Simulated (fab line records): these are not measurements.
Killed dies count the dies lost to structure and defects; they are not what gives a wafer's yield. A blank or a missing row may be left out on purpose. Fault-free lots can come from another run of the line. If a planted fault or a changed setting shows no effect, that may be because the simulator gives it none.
What tool caused it? :: flow gf180mcu :: Sampling: 6 lots, 18 wafers, 2 of 602 route steps

WHAT EACH GAUGE READ, for each wafer
GF_NWELL_TW_MEAS_11.
lot: L824
measured: day 4 17:23
on: film metro-01
NWELL_TW: 1594 1584 1585

lot: L827
measured: day 5 10:57
on: film metro-01
NWELL_TW: 1585 1587 1581

lot: L834
measured: day 7 01:35
on: film metro-04
NWELL_TW: 1824 1825 1825

lot: L836
measured: day 7 12:59
on: film metro-02
NWELL_TW: 1578 1578 1587

lot: L838
measured: day 7 21:12
on: film metro-01
NWELL_TW: 1580 1588 1590

lot: L840
measured: day 8 08:45
on: film metro-04
NWELL_TW: 1550 1541 1554

WHICH TOOL RAN EACH LOT (tool, then ch and the chambers of the sampled wafers, then the start)
lot: L824
GF_DNWELL_COAT_02: litho track-04 ch 0, day 3 20:43

lot: L827
GF_DNWELL_COAT_02: litho track-04 ch 0, day 4 12:22

lot: L834
GF_DNWELL_COAT_02: litho track-01, day 6 02:28

lot: L836
GF_DNWELL_COAT_02: litho track-04 ch 0, day 6 10:46

lot: L838
GF_DNWELL_COAT_02: litho track-01 ch 0, day 6 20:43

lot: L840
GF_DNWELL_COAT_02: litho track-04 ch 0, day 7 08:10
- GF_DNWELL_COAT_02: resist thk 3000 nm.

THE ANSWER, worked out from the rows above alone
Rule: the lots themselves supply what counts as usual. The widest of any qualifying gaps counts: lots, ordered by their means at a reading, are off when they make up no more than a third of the lots, leave a main group of 4 or more, and stand apart from it by 3 or more times the standard deviation of that group's means. A main group whose means are all the same, to the digits that the tables above print for the reading, isn't used. A lot without any number at a reading at which 4 lots or more have one is off too. Any other lot the step has rows for is counted as sound.
Off: L834, seen at GF_NWELL_TW_MEAS_11 (NWELL_TW). The main group has a mean of 1577 with a standard deviation of 15.
If a tool, at a process step before that reading, ran all the lots that are off and no sound lot after the first of them, it fits. The gauges at GF_NWELL_TW_MEAS_11 are tried like those tools. Not one of the candidates tried fits.

WHAT WAS PUT IN BY THE SIMULATOR
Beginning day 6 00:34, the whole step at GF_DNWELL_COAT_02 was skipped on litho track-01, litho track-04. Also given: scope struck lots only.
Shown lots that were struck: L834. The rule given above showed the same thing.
